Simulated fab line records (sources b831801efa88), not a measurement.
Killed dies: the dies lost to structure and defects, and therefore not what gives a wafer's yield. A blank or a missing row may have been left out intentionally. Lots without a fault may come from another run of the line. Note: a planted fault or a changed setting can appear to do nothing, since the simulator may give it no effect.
Which tool did it? / flow sky130 / 12 lots, 36 wafers sampled, at 5 steps of a route of 708

## WHAT THE GAUGES READ, wafer by wafer
Not one reading of a measure or inspect step in the record can be checked against a usual standard deviation.

## WHAT TOOL EACH LOT RAN ON (gives the tool, then ch and the chambers of the sampled wafers, and finally the start)
lot=L120; SKY_METAL4_CLEAN_22=wetBench-02 ch 2, day 42 07:53; SKY_VIA4_SPUTTER_17=pvdSputter-03, day 43 08:39; SKY_VIA4_CVD_18=cvdW-01 ch 0,1, day 43 08:43; SKY_VIA4_CMP_21=cmp-01 ch 0,1,3, day 43 09:03; SKY_PAD_OPEN_PROBE_99=prober-02, day 46 07:02
lot=L121; SKY_METAL4_CLEAN_22=wetBench-01 ch 0, day 42 13:33; SKY_VIA4_SPUTTER_17=pvdSputter-03, day 43 14:14; SKY_VIA4_CVD_18=cvdW-01 ch 1, day 43 14:18; SKY_VIA4_CMP_21=cmp-01 ch 0,2,3, day 43 14:44; SKY_PAD_OPEN_PROBE_99=prober-01, day 46 11:33
lot=L122; SKY_METAL4_CLEAN_22=wetBench-03 ch 1, day 43 00:41; SKY_VIA4_SPUTTER_17=pvdSputter-02, day 43 23:34; SKY_VIA4_CVD_18=cvdW-02 ch 0, day 43 23:38; SKY_VIA4_CMP_21=cmp-02 ch 1,2, day 43 23:58; SKY_PAD_OPEN_PROBE_99=prober-02, day 46 19:01
lot=L124; SKY_METAL4_CLEAN_22=wetBench-03 ch 1, day 43 11:34; SKY_VIA4_SPUTTER_17=pvdSputter-01, day 44 11:41; SKY_VIA4_CVD_18=cvdW-02 ch 0,1, day 44 11:45; SKY_VIA4_CMP_21=cmp-02 ch 1,2, day 44 12:05; SKY_PAD_OPEN_PROBE_99=prober-02, day 47 07:26
lot=L125; SKY_METAL4_CLEAN_22=wetBench-01 ch 3, day 43 22:05; SKY_VIA4_SPUTTER_17=pvdSputter-02, day 44 20:52; SKY_VIA4_CVD_18=cvdW-01 ch 0,1, day 44 20:58; SKY_VIA4_CMP_21=cmp-02 ch 0,3, day 44 21:18; SKY_PAD_OPEN_PROBE_99=prober-01, day 47 14:25
lot=L126; SKY_METAL4_CLEAN_22=wetBench-02 ch 3, day 44 03:52; SKY_VIA4_SPUTTER_17=pvdSputter-02, day 45 03:26; SKY_VIA4_CVD_18=cvdW-02 ch 0,1, day 45 03:29; SKY_VIA4_CMP_21=cmp-02 ch 0,2,3, day 45 03:49; SKY_PAD_OPEN_PROBE_99=prober-02, day 47 20:42
lot=L130; SKY_METAL4_CLEAN_22=wetBench-03 ch 0, day 45 04:55; SKY_VIA4_SPUTTER_17=pvdSputter-02, day 46 03:56; SKY_VIA4_CVD_18=cvdW-02 ch 0,1, day 46 03:59; SKY_VIA4_CMP_21=cmp-01 ch 1,2,3, day 46 04:19; SKY_PAD_OPEN_PROBE_99=prober-01, day 48 19:04
lot=L134; SKY_METAL4_CLEAN_22=wetBench-02 ch 0, day 46 09:31; SKY_VIA4_SPUTTER_17=pvdSputter-03, day 47 06:47; SKY_VIA4_CVD_18=cvdW-01 ch 0,1, day 47 06:52; SKY_VIA4_CMP_21=cmp-02 ch 0,1,2, day 47 07:20; SKY_PAD_OPEN_PROBE_99=prober-01, day 49 17:30
lot=L137; SKY_METAL4_CLEAN_22=wetBench-03 ch 1, day 47 04:17; SKY_VIA4_SPUTTER_17=pvdSputter-02, day 48 01:17; SKY_VIA4_CVD_18=cvdW-02 ch 0,1, day 48 01:20; SKY_VIA4_CMP_21=cmp-02 ch 0,1,3, day 48 01:42; SKY_PAD_OPEN_PROBE_99=prober-02, day 50 09:52
lot=L139; SKY_METAL4_CLEAN_22=wetBench-01 ch 1, day 47 15:32; SKY_VIA4_SPUTTER_17=pvdSputter-03, day 48 11:35; SKY_VIA4_CVD_18=cvdW-02 ch 0,1, day 48 11:41; SKY_VIA4_CMP_21=cmp-01 ch 1,2, day 48 11:58; SKY_PAD_OPEN_PROBE_99=prober-02, day 50 18:45
lot=L140; SKY_METAL4_CLEAN_22=wetBench-03 ch 1, day 47 16:40; SKY_VIA4_SPUTTER_17=pvdSputter-02, day 48 12:53; SKY_VIA4_CVD_18=cvdW-02 ch 0,1, day 48 12:56; SKY_VIA4_CMP_21=cmp-01 ch 0,1, day 48 13:19; SKY_PAD_OPEN_PROBE_99=prober-01, day 50 19:52
lot=L141; SKY_METAL4_CLEAN_22=wetBench-03 ch 3, day 47 23:23; SKY_VIA4_SPUTTER_17=pvdSputter-01, day 48 19:06; SKY_VIA4_CVD_18=cvdW-01 ch 0,1, day 48 19:10; SKY_VIA4_CMP_21=cmp-02 ch 2,3, day 48 19:29; SKY_PAD_OPEN_PROBE_99=prober-02, day 51 00:43
- SKY_METAL4_CLEAN_22: cleans in O3/DIW.
- SKY_VIA4_SPUTTER_17: material TiN, target thk 20 nm, time 80 s.
- SKY_VIA4_CVD_18: deposits W, target thk 505 nm, time 152.14 s.
- SKY_VIA4_CMP_21: polishes, stops on SiO2, t overpolish 25 s, target thk 0 nm.
- SKY_PAD_OPEN_PROBE_99

## AS READ BY THE TOOLS THEMSELVES (means over the sampled wafers that have a number; for cases with no such wafer, the mark the record gives instead)
SKY_VIA4_SPUTTER_17. Usual: chamberPressurePa 5.001 Pa, standard deviation 0.011; throttleValvePct 30.2 %, standard deviation 0.88.
lot=L120; tool=pvdSputter-03; chamberPressurePa (Pa)=4.999; throttleValvePct (%)=30.3; flag=
lot=L121; tool=pvdSputter-03; chamberPressurePa (Pa)=4.998; throttleValvePct (%)=30.3; flag=
lot=L122; tool=pvdSputter-02; chamberPressurePa (Pa)=5.003; throttleValvePct (%)=30.4; flag=
lot=L124; tool=pvdSputter-01; chamberPressurePa (Pa)=4.996; throttleValvePct (%)=28.8; flag=
lot=L125; tool=pvdSputter-02; chamberPressurePa (Pa)=4.994; throttleValvePct (%)=30.3; flag=
lot=L126; tool=pvdSputter-02; chamberPressurePa (Pa)=5.000; throttleValvePct (%)=30.0; flag=
lot=L130; tool=pvdSputter-02; chamberPressurePa (Pa)=5.014; throttleValvePct (%)=30.5; flag=
lot=L134; tool=pvdSputter-03; chamberPressurePa (Pa)=5.015; throttleValvePct (%)=30.5; flag=
lot=L137; tool=pvdSputter-02; chamberPressurePa (Pa)=4.999; throttleValvePct (%)=30.3; flag=
lot=L139; tool=pvdSputter-03; chamberPressurePa (Pa)=4.998; throttleValvePct (%)=30.3; flag=
lot=L140; tool=pvdSputter-02; chamberPressurePa (Pa)=5.011; throttleValvePct (%)=30.2; flag=
lot=L141; tool=pvdSputter-01; chamberPressurePa (Pa)=5.000; throttleValvePct (%)=28.8; flag=

SKY_VIA4_CVD_18. Usual: heaterPowerW at 964 W, with a standard deviation of 84.
lot=L120; tool=cvdW-01; heaterPowerW (W)=837; flag=
lot=L121; tool=cvdW-01; heaterPowerW (W)=802; flag=
lot=L122; tool=cvdW-02; heaterPowerW (W)=1024; flag=
lot=L124; tool=cvdW-02; heaterPowerW (W)=1019; flag=
lot=L125; tool=cvdW-01; heaterPowerW (W)=850; flag=
lot=L126; tool=cvdW-02; heaterPowerW (W)=1020; flag=
lot=L130; tool=cvdW-02; heaterPowerW (W)=1031; flag=
lot=L134; tool=cvdW-01; heaterPowerW (W)=860; flag=
lot=L137; tool=cvdW-02; heaterPowerW (W)=1027; flag=
lot=L139; tool=cvdW-02; heaterPowerW (W)=1020; flag=
lot=L140; tool=cvdW-02; heaterPowerW (W)=1014; flag=
lot=L141; tool=cvdW-01; heaterPowerW (W)=889; flag=

SKY_VIA4_CMP_21. Usual: motorCurrentA 11.6 A, standard deviation 1.1; overpolishRunS 25.000 s, standard deviation 0.0088; timeToEndpointS 123 s, standard deviation 3.7.
lot=L120; tool=cmp-01; motorCurrentA (A)=11.2; overpolishRunS (s)=24.997; timeToEndpointS (s)=118; flag=
lot=L121; tool=cmp-01; motorCurrentA (A)=11.3; overpolishRunS (s)=25.004; timeToEndpointS (s)=116; flag=
lot=L122; tool=cmp-02; motorCurrentA (A)=12.9; overpolishRunS (s)=25.005; timeToEndpointS (s)=119; flag=
lot=L124; tool=cmp-02; motorCurrentA (A)=12.5; overpolishRunS (s)=25.000; timeToEndpointS (s)=124; flag=
lot=L125; tool=cmp-02; motorCurrentA (A)=12.1; overpolishRunS (s)=24.998; timeToEndpointS (s)=123; flag=
lot=L126; tool=cmp-02; motorCurrentA (A)=12.0; overpolishRunS (s)=24.999; timeToEndpointS (s)=125; flag=
lot=L130; tool=cmp-01; motorCurrentA (A)=10.6; overpolishRunS (s)=24.994; timeToEndpointS (s)=123; flag=
lot=L134; tool=cmp-02; motorCurrentA (A)=12.1; overpolishRunS (s)=24.995; timeToEndpointS (s)=121; flag=
lot=L137; tool=cmp-02; motorCurrentA (A)=11.5; overpolishRunS (s)=25.000; timeToEndpointS (s)=126; flag=
lot=L139; tool=cmp-01; motorCurrentA (A)=10.5; overpolishRunS (s)=24.997; timeToEndpointS (s)=118; flag=
lot=L140; tool=cmp-01; motorCurrentA (A)=11.9; overpolishRunS (s)=24.996; timeToEndpointS (s)=125; flag=
lot=L141; tool=cmp-02; motorCurrentA (A)=12.5; overpolishRunS (s)=24.988; timeToEndpointS (s)=122; flag=

SKY_PAD_OPEN_PROBE_99. Usual: defectLimitedYield 82.4 %, standard deviation 1.8; killed_at_M0_to_M3 44, standard deviation 7.2; killed_at_M4_up 3.5, standard deviation 1.8; killedAtContacts 25, standard deviation 5.1; killedAtFrontEnd 14, standard deviation 4.4; killedAtOther 0.4, standard deviation 0.58; killedDies 87, standard deviation 9.1; killedOpen 48, standard deviation 6.9; killedShort 38, standard deviation 6.3; sort_bin_3_pad_short 0.9 %, standard deviation 0.43; sort_bin_5_function 10.5 %, standard deviation 1.5; sort_bin_6_memory 6.3 %, standard deviation 1.1; sortNPass 405, standard deviation 9.1; sortYieldPct 82.4 %, standard deviation 1.8.
lot=L120; tool=prober-02; defectLimitedYield (%)=81.2; killed_at_M0_to_M3=45; killed_at_M4_up=5.3; killedAtContacts=26; killedAtFrontEnd=15; killedAtOther=0.7; killedDies=92; killedOpen=50; killedShort=41; sort_bin_3_pad_short (%)=0.9; sort_bin_5_function (%)=11.5; sort_bin_6_memory (%)=6.4; sortNPass=400; sortYieldPct (%)=81.2; flag=
lot=L121; tool=prober-01; defectLimitedYield (%)=83.0; killed_at_M0_to_M3=40; killed_at_M4_up=4.7; killedAtContacts=24; killedAtFrontEnd=15; killedAtOther=0.0; killedDies=83; killedOpen=44; killedShort=39; sort_bin_3_pad_short (%)=1.3; sort_bin_5_function (%)=9.9; sort_bin_6_memory (%)=5.8; sortNPass=409; sortYieldPct (%)=83.0; flag=
lot=L122; tool=prober-02; defectLimitedYield (%)=82.2; killed_at_M0_to_M3=46; killed_at_M4_up=4.7; killedAtContacts=22; killedAtFrontEnd=15; killedAtOther=0.3; killedDies=87; killedOpen=48; killedShort=40; sort_bin_3_pad_short (%)=1.3; sort_bin_5_function (%)=10.8; sort_bin_6_memory (%)=5.6; sortNPass=405; sortYieldPct (%)=82.2; flag=
lot=L124; tool=prober-02; defectLimitedYield (%)=82.0; killed_at_M0_to_M3=46; killed_at_M4_up=2.0; killedAtContacts=25; killedAtFrontEnd=16; killedAtOther=0.0; killedDies=89; killedOpen=48; killedShort=41; sort_bin_3_pad_short (%)=0.9; sort_bin_5_function (%)=9.9; sort_bin_6_memory (%)=7.2; sortNPass=403; sortYieldPct (%)=82.0; flag=
lot=L125; tool=prober-01; defectLimitedYield (%)=83.2; killed_at_M0_to_M3=46; killed_at_M4_up=4.7; killedAtContacts=22; killedAtFrontEnd=10; killedAtOther=0.0; killedDies=83; killedOpen=48; killedShort=35; sort_bin_3_pad_short (%)=0.9; sort_bin_5_function (%)=9.1; sort_bin_6_memory (%)=6.8; sortNPass=409; sortYieldPct (%)=83.2; flag=
lot=L126; tool=prober-02; defectLimitedYield (%)=83.6; killed_at_M0_to_M3=40; killed_at_M4_up=3.0; killedAtContacts=25; killedAtFrontEnd=13; killedAtOther=0.0; killedDies=81; killedOpen=48; killedShort=33; sort_bin_3_pad_short (%)=0.8; sort_bin_5_function (%)=10.0; sort_bin_6_memory (%)=5.6; sortNPass=411; sortYieldPct (%)=83.6; flag=
lot=L130; tool=prober-01; defectLimitedYield (%)=82.1; killed_at_M0_to_M3=43; killed_at_M4_up=3.7; killedAtContacts=25; killedAtFrontEnd=15; killedAtOther=0.7; killedDies=88; killedOpen=46; killedShort=42; sort_bin_3_pad_short (%)=1.0; sort_bin_5_function (%)=10.3; sort_bin_6_memory (%)=6.6; sortNPass=404; sortYieldPct (%)=82.1; flag=
lot=L134; tool=prober-01; defectLimitedYield (%)=73.9; killed_at_M0_to_M3=37; killed_at_M4_up=56.7; killedAtContacts=22; killedAtFrontEnd=13; killedAtOther=0.3; killedDies=129; killedOpen=41; killedShort=36; sort_bin_3_pad_short (%)=4.0; sort_bin_5_function (%)=15.6; sort_bin_6_memory (%)=6.6; sortNPass=363; sortYieldPct (%)=73.9; flag=OFF
lot=L137; tool=prober-02; defectLimitedYield (%)=83.7; killed_at_M0_to_M3=35; killed_at_M4_up=3.0; killedAtContacts=22; killedAtFrontEnd=18; killedAtOther=1.7; killedDies=80; killedOpen=42; killedShort=37; sort_bin_3_pad_short (%)=0.9; sort_bin_5_function (%)=9.8; sort_bin_6_memory (%)=5.5; sortNPass=412; sortYieldPct (%)=83.7; flag=
lot=L139; tool=prober-02; defectLimitedYield (%)=83.1; killed_at_M0_to_M3=44; killed_at_M4_up=5.0; killedAtContacts=21; killedAtFrontEnd=13; killedAtOther=0.0; killedDies=83; killedOpen=44; killedShort=38; sort_bin_3_pad_short (%)=1.0; sort_bin_5_function (%)=9.7; sort_bin_6_memory (%)=6.1; sortNPass=409; sortYieldPct (%)=83.1; flag=
lot=L140; tool=prober-01; defectLimitedYield (%)=80.8; killed_at_M0_to_M3=46; killed_at_M4_up=4.3; killedAtContacts=26; killedAtFrontEnd=18; killedAtOther=0.0; killedDies=95; killedOpen=50; killedShort=44; sort_bin_3_pad_short (%)=0.5; sort_bin_5_function (%)=12.7; sort_bin_6_memory (%)=6.0; sortNPass=397; sortYieldPct (%)=80.8; flag=
lot=L141; tool=prober-02; defectLimitedYield (%)=83.2; killed_at_M0_to_M3=39; killed_at_M4_up=3.0; killedAtContacts=26; killedAtFrontEnd=13; killedAtOther=0.7; killedDies=83; killedOpen=43; killedShort=40; sort_bin_3_pad_short (%)=0.7; sort_bin_5_function (%)=9.6; sort_bin_6_memory (%)=6.5; sortNPass=409; sortYieldPct (%)=83.2; flag=

## THE ANSWER, worked out from the rows above alone
Rule: lot off if the mean of its wafers having a number is beyond 3 standard deviations from the usual mean. A lot without any number at a reading at which 4 lots or more have one is off too. All remaining lots with rows at the step are treated as sound. The gauges are gone through in route order, then the tools' own readings, and for those a lot's mean is taken as printed above. The first step at which some lot is off is used, and at that step the reading that is off furthest; a lot without a number counts as furthest.
Off: L134 (SKY_PAD_OPEN_PROBE_99, killed_at_M4_up).
A tool fits if, at that step or a process step before it, it ran every lot that is off, and no sound lot after the first of them. One fits: SKY_METAL4_CLEAN_22 on wetBench-02. A fault onset in the window from L126 (day 44 03:52, its last sound lot) to L134 (day 46 09:31, its first lot off) fits.

## WHAT THE SIMULATOR HAD INSERTED
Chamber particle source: wetBench-02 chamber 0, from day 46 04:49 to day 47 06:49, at SKY_METAL4_CLEAN_22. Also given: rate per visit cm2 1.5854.
Lots struck among those shown: L134. Same finding as the rule above.
